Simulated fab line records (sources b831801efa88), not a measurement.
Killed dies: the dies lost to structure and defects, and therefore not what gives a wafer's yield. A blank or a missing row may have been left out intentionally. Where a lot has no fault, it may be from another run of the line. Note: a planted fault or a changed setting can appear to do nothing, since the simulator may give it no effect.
What tool caused it?    flow gf180mcu    14 lots, 42 wafers sampled, at 4 steps of a route of 602

## WHAT THE GAUGES SHOWED, per wafer
Not one reading of a measure or inspect step in the record can be checked against a usual standard deviation.

## TOOL THAT RAN EACH LOT (tool first, then ch and the chambers of the sampled wafers, then the start)
lot   GF_SALICIDE_RTA_08               GF_CONTACT_CVD_02                GF_M2_SPUTTER_04             GF_V2_CMP_04
L277  rtpAnneal-01 ch 0, day 15 01:32  pecvd-01 ch 1,2, day 15 01:45    pvdSputter-04, day 18 01:50  cmp-01 ch 1,2,3, day 19 03:05
L278  rtpAnneal-02 ch 0, day 15 11:07  pecvd-04 ch 0,1,2, day 15 11:18  pvdSputter-04, day 18 12:38  cmp-02 ch 0,2,3, day 19 13:53
L280  rtpAnneal-02 ch 0, day 16 08:20  pecvd-04 ch 0,1,2, day 16 08:33  pvdSputter-04, day 19 12:58  cmp-02 ch 0,2, day 20 14:29
L281  rtpAnneal-02 ch 0, day 16 16:43  pecvd-01 ch 0,1, day 16 16:53    pvdSputter-03, day 19 21:22  cmp-01 ch 0,2,3, day 20 23:05
L282  rtpAnneal-01 ch 0, day 16 23:29  pecvd-01 ch 0,1, day 16 23:41    pvdSputter-02, day 20 03:10  cmp-01 ch 1,2,3, day 21 04:23
L283  rtpAnneal-02 ch 0, day 17 06:10  pecvd-02 ch 0,1,2, day 17 06:22  pvdSputter-02, day 20 12:56  cmp-02 ch 0,3, day 21 13:55
L286  rtpAnneal-01, day 18 08:57       -                                -                            -
L287  rtpAnneal-01, day 18 21:35       -                                -                            -
L293  rtpAnneal-02 ch 0, day 21 00:32  pecvd-01 ch 0,1,2, day 21 00:43  pvdSputter-02, day 24 03:02  cmp-01 ch 1,2, day 25 02:02
L294  rtpAnneal-01 ch 0, day 21 08:43  pecvd-02 ch 1,2, day 21 08:53    pvdSputter-04, day 24 11:26  cmp-01 ch 0,1,3, day 25 10:16
L296  rtpAnneal-02 ch 0, day 21 23:08  pecvd-04 ch 1,2, day 21 23:20    pvdSputter-04, day 25 00:13  cmp-01 ch 1,3, day 25 22:17
L297  rtpAnneal-01 ch 0, day 22 06:34  pecvd-01 ch 0,2, day 22 06:45    pvdSputter-03, day 25 06:31  cmp-01 ch 1,2,3, day 26 05:11
L298  rtpAnneal-01 ch 0, day 22 16:29  pecvd-02 ch 0,1,2, day 22 16:41  pvdSputter-02, day 25 16:14  cmp-01 ch 0,1,2, day 26 14:17
L300  rtpAnneal-01 ch 0, day 23 07:07  pecvd-02 ch 0,1, day 23 07:19    pvdSputter-04, day 26 04:59  cmp-02 ch 2,3, day 27 03:01
- GF_SALICIDE_RTA_08: time 30 s.
- GF_CONTACT_CVD_02: deposits SiO2 from TEOS, target thk 860 nm, time 95.992 s.
- GF_M2_SPUTTER_04: material TiN, target thk 50 nm, time 41.7 s.
- GF_V2_CMP_04: polishes SiO2.

## AS READ BY THE TOOLS THEMSELVES (means over the sampled wafers that have a number; for cases with no such wafer, the mark the record gives instead)
GF_SALICIDE_RTA_08.
lot   tool          annealTempCMax  chamberO2Ppm  lampPowerPct (%)  wafer_temp_C_max
L277  rtpAnneal-01  804.1           2.022         13.6              803.4
L278  rtpAnneal-02  803.9           2.017         15.2              802.8
L280  rtpAnneal-02  803.2           2.014         15.2              803.8
L281  rtpAnneal-02  803.6           1.997         15.2              803.3
L282  rtpAnneal-01  803.7           1.996         13.6              803.7
L283  rtpAnneal-02  804.1           1.976         15.2              803.8
L286  rtpAnneal-01  -               -             -                 -
L287  rtpAnneal-01  -               -             -                 -
L293  rtpAnneal-02  803.7           1.989         15.2              803.5
L294  rtpAnneal-01  804.1           1.975         13.6              802.8
L296  rtpAnneal-02  804.1           1.982         15.2              803.1
L297  rtpAnneal-01  803.3           2.001         13.6              802.9
L298  rtpAnneal-01  803.9           1.990         13.6              802.8
L300  rtpAnneal-01  803.5           1.992         13.6              803.4

GF_CONTACT_CVD_02.
lot   tool      heaterPowerW (W)
L277  pecvd-01  640
L278  pecvd-04  682
L280  pecvd-04  645
L281  pecvd-01  595
L282  pecvd-01  621
L283  pecvd-02  677
L293  pecvd-01  603
L294  pecvd-02  699
L296  pecvd-04  657
L297  pecvd-01  715
L298  pecvd-02  698
L300  pecvd-02  627

GF_M2_SPUTTER_04.
lot   tool           throttleValvePct (%)
L277  pvdSputter-04  30.9
L278  pvdSputter-04  30.6
L280  pvdSputter-04  30.6
L281  pvdSputter-03  29.7
L282  pvdSputter-02  29.8
L283  pvdSputter-02  28.2
L293  pvdSputter-02  29.2
L294  pvdSputter-04  30.9
L296  pvdSputter-04  30.5
L297  pvdSputter-03  29.8
L298  pvdSputter-02  30.4
L300  pvdSputter-04  30.6

GF_V2_CMP_04.
lot   tool    edgeZonePressureFrac  headPressurePsi (psi)  motorCurrentA (A)  timeToEndpointS (s)
L277  cmp-01  0.995                 4.004                  11.5               85
L278  cmp-02  1.002                 3.996                  12.5               84
L280  cmp-02  1.002                 3.996                  11.2               82
L281  cmp-01  0.999                 4.005                  11.1               83
L282  cmp-01  0.998                 4.004                  11.4               88
L283  cmp-02  1.005                 4.004                  11.5               79
L293  cmp-01  0.996                 3.987                  11.6               78
L294  cmp-01  1.000                 4.000                  11.3               84
L296  cmp-01  0.998                 3.998                  11.3               77
L297  cmp-01  1.006                 3.998                  11.6               78
L298  cmp-01  0.998                 4.006                  11.2               77
L300  cmp-02  1.000                 3.995                  12.8               85

## THE ANSWER, worked out from the rows above alone
Rule: the lots themselves supply what counts as usual. Put in order of their means at a reading, lots are off if they are a third of the lots or fewer, leave a main group of 4 or more, and stand apart from it by a gap of 3 or more times the standard deviation of the main group's means; of several such gaps the widest counts. If all means in a main group match to the digits the tables above print for the reading, that group is not used. Also off: a lot with no number at a reading for which 4 or more lots have one. Any other lot the step has rows for is counted as sound. After the gauges, taken in route order, come the tools' own readings; for these a lot's mean is taken, as printed above. At the first step where some lot is off, the reading lying furthest off is the one used; lots without a number count as furthest.
Off: L286, L287 (GF_SALICIDE_RTA_08, annealTempCMax). Without a number there: L286, L287. For the main group the mean is 803.8 and the standard deviation 0.31.
A tool fits if, at that step or a process step before it, it ran every lot that is off, and no sound lot after the first of them. No candidate that was tried fits.

## WHAT WAS PUT IN BY THE SIMULATOR
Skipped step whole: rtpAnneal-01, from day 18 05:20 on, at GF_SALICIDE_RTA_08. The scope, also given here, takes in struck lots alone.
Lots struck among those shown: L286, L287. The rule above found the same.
